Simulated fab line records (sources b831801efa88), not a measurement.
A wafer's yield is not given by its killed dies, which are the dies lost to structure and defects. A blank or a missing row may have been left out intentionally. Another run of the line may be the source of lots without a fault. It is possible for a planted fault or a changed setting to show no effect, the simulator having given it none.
Comparing a struck lot with a sound one ; flow sky130 ; 15 out of 708 route steps
Sound: wafers L147.4, L147.5, L147.6. Wafers struck: L138.2, L138.3, L138.6. The cause is given at the end.
Each step with rows lists, per side, the tool, then ch with its chambers, then its first start. Under that, the readings that differ: sound wafers ; struck wafers ; difference of the means ; sigmas: that difference in standard deviations of wafers without a fault.
alike: words and numbers the same on both sides, and readings whose means are apart by under 2 such deviations; not compared: readings that were withheld, readings missing a value for some wafer, numbers with overlapping values and no deviation given by the record, and bounds like >300 which may hide the same value.
The two part at a step that has a row with sigmas, a row that says differs or no value, or rows on one side only. Numbers that don't overlap but have no deviation are shown without sigmas and don't part them. A reading missing from all wafers of one side parts the sides only when that side holds two or more wafers.

first, 7 steps without rows for these wafers: SKY_PAD_OPEN_DEHYDRATE_00 (time 60 s); SKY_PAD_OPEN_HMDS_01 (prime time 60 s); SKY_PAD_OPEN_COAT_02 (resist thk 3000 nm); SKY_PAD_OPEN_SOFTBAKE_03; SKY_PAD_OPEN_EXPOSE_04 (exposes mask PDM, target cd 60000 nm); SKY_PAD_OPEN_PEB_05; SKY_PAD_OPEN_DEVELOP_06 (develop time 60 s).
SKY_PAD_OPEN_ETCH_07: etches the open film in CF4/O2, stops on AlCu, target depth 725 nm, time 161.1 s.
  sound on rie diel-04 ch 2,3, day 50 08:46; struck on rie diel-04 ch 0,1,2, day 48 08:14
  alike: O2_flow_sccm, cf4 flow sccm, drypump motor current A, oes product au, throttle valve pct
  not compared: rf hours counter h
SKY_PAD_OPEN_STRIP_08: strips in O2/N2.
  sound on plasma asher-04 ch 0,1, day 50 08:54; struck on plasma asher-04 ch 0,1, day 48 08:20
reading;sound;struck;difference;sigmas
strip time to endpoint s (s);37.08 37.15 37.05;36.97 36.79 36.94;-0.19;-2
  alike: drypump motor current A, oes product au
  not compared: rf hours counter h
then, 3 steps without rows for these wafers: SKY_PAD_OPEN_STRIP_09 (strips in post etch residue remover, time 1200 s); SKY_PAD_OPEN_CLEAN_10 (cleans in IPA, time 180 s); SKY_PAD_OPEN_CLEAN_11 (cleans in O3/DIW).
SKY_PAD_OPEN_ANNEAL_12:
  struck on furnace-02, day 48 08:56; sound on furnace-01 ch 0, day 50 09:32
  no value came back on the struck wafers for any of 5 readings (ramp down c per min, ramp up c per min and others); on the sound wafers ramp down c per min reads 4.0000 4.0001 4.0009
SKY_PAD_OPEN_BOW_MEAS_13:
  sound on film metro-02 at day 50 11:05; struck on film metro-04 at day 48 10:27
reading;sound;struck;difference;sigmas
PAD_OPEN_BOW (um);53 44 56;105 101 104;+52;+6
SKY_PAD_OPEN_PROBE_99:
  sound on prober-01 at day 50 11:18; struck on prober-02 at day 48 10:36
reading;sound;struck;difference;sigmas
model.etest.res xhigh po.line ohm um;5466 5821 5686;6824 6848 7058;+1252;
model.etest.nfet_16v.r on ohm um;1.438e+04 1.437e+04 1.428e+04;1.466e+04 1.467e+04 1.456e+04;+2.867e+02;
model.etest.res xhigh po.rs ohm sq;1966 2041 2006;2401 2386 2492;+422;
model.etest.pfet g5v0d10v5.r on ohm um;4778 4802 4832;5103 5091 5142;+308;
model.etest.pfet_01v8.r on ohm um;2926 2921 2966;3081 3078 3170;+172;
model.etest.nfet g5v0d10v5.r on ohm um;1905 1912 1925;2006 2020 1997;+94;
model.etest.nfet_01v8.r on ohm um;840 847.7 840;863.8 865.9 893.6;+31.9;
model.etest.sonos uncharged.r on ohm um;847.2 813.3 835.9;872.5 874.8 910.3;+53.7;
  alike: defect limited yield, killed_at_M0_to_M3, killed_at_M4_up, killed at contacts, killed at front end, killed at other, killed dies, killed open, killed short, sort_bin_3_pad_short, sort_bin_5_function, sort_bin_6_memory, sort n pass, sort yield pct

## WHERE THEY PART
Earliest at SKY_PAD_OPEN_STRIP_08; latest, in this record, at SKY_PAD_OPEN_BOW_MEAS_13. Later steps at which nothing parts them and some readings are alike: SKY_PAD_OPEN_PROBE_99.

WHY: the cause the simulator had injected
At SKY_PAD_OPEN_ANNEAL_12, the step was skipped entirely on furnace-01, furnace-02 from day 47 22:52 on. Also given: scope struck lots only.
